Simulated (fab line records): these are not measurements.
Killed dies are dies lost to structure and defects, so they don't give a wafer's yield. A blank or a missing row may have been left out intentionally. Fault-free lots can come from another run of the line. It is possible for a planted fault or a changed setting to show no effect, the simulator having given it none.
Struck lot and sound lot, side by side -- flow sfq_line -- 14 steps out of a route of 325
Sound: the wafers L529.1, L529.2, L529.4. Struck: wafer L524.6; the same lot's L524.3 was not struck, so it is left out; see the end for the cause.
Order at every step that has rows: each side's tool, ch and its chambers, its first start. Under that, the readings that differ: sound wafers -- struck wafers -- difference of the means -- sigmas: that difference in standard deviations of wafers without a fault.
alike: same words and numbers on both sides, and readings whose means sit less than 2 such deviations apart. not compared: any withheld reading, any reading some wafer has no value for, any bound like >300 that may hide the same value, and any number with overlapping values for which the record gives no deviation.
The two part at a step that has a row with sigmas, a row that says differs or no value, or rows on one side only. Non-overlapping numbers with no deviation appear without sigmas and do not part them. A reading missing from all wafers of one side parts the sides only when that side holds two or more wafers.

SFQ_TRILAYER_I7_VIA_ETCH_VIA_ETCH_190: etches SiO2 in CHF3, stops on Nb, target depth 260 nm.
  sound on rie_diel-01 ch 0,1,3, day 91 23:01; struck on rie_diel-01 ch 0, day 91 06:52
reading,sound,struck,difference,sigmas
oes_product_au (a.u.),0.853 0.862 0.862,0.847,-0.012,-2
  alike: drypump_motor_current_A
SFQ_TRILAYER_I7_VIA_STRIP_STRIP_191: strips in O2.
  sound on rie_metal-01 ch 0,1, day 91 23:08; struck on rie_metal-02 ch 1, day 91 07:11
reading,sound,struck,difference,sigmas
drypump_motor_current_A (A),5.4 5.4 5.4,6.4,+1.0,+2
  alike: oes_product_au
  not compared: rf_hours_counter_h
then, 8 steps without rows for these wafers: SFQ_TRILAYER_I7_VIA_STRIP_SOLV_CLEAN_192 (cleans in NMP, time 600 s); SFQ_TRILAYER_M8_LITHO_LOR_COAT_197; SFQ_TRILAYER_M8_LITHO_LOR_BAKE_198; SFQ_TRILAYER_M8_LITHO_COAT_193 (resist thk 600 nm); SFQ_TRILAYER_M8_LITHO_SOFTBAKE_199; SFQ_TRILAYER_M8_LITHO_EXPOSE_194 (exposes mask M8, target cd 2000 nm); SFQ_TRILAYER_M8_LITHO_PEB_196 (peb time 60 s); SFQ_TRILAYER_M8_LITHO_DEVELOP_195 (img clear 15 s, time 55 s).
SFQ_M8_OVL_MEAS_948:
  struck on overlay-02, day 91 10:34; sound on overlay-02, day 95 00:31
  alike: M8_OVL
then, 1 step without rows for these wafers: SFQ_TRILAYER_M8_DEP_EVAP_197 (material Ti, target thk 20 nm, time 100 s).
SFQ_TRILAYER_M8_DEP_EVAP_198: material Pt, target thk 50 nm, time 250 s.
  struck on pvd_sputter-02, day 91 10:40; sound on pvd_sputter-01, day 95 00:37
reading,sound,struck,difference,sigmas
model.Pt_of_TRILAYER_M8_DEP_EVAP_198.thk_nm (nm),50.57 50.7 50.21,63.68,+13.19,
then, 1 step without rows for these wafers: SFQ_TRILAYER_M8_DEP_EVAP_196 (material Au, target thk 180 nm, time 900 s).

== WHERE THEY PART ==
Last at SFQ_TRILAYER_I7_VIA_STRIP_STRIP_191 as far as this record goes, first at SFQ_TRILAYER_I7_VIA_ETCH_VIA_ETCH_190. Later steps at which nothing parts them and some readings are alike: SFQ_M8_OVL_MEAS_948.

WHY: the cause the simulator had injected
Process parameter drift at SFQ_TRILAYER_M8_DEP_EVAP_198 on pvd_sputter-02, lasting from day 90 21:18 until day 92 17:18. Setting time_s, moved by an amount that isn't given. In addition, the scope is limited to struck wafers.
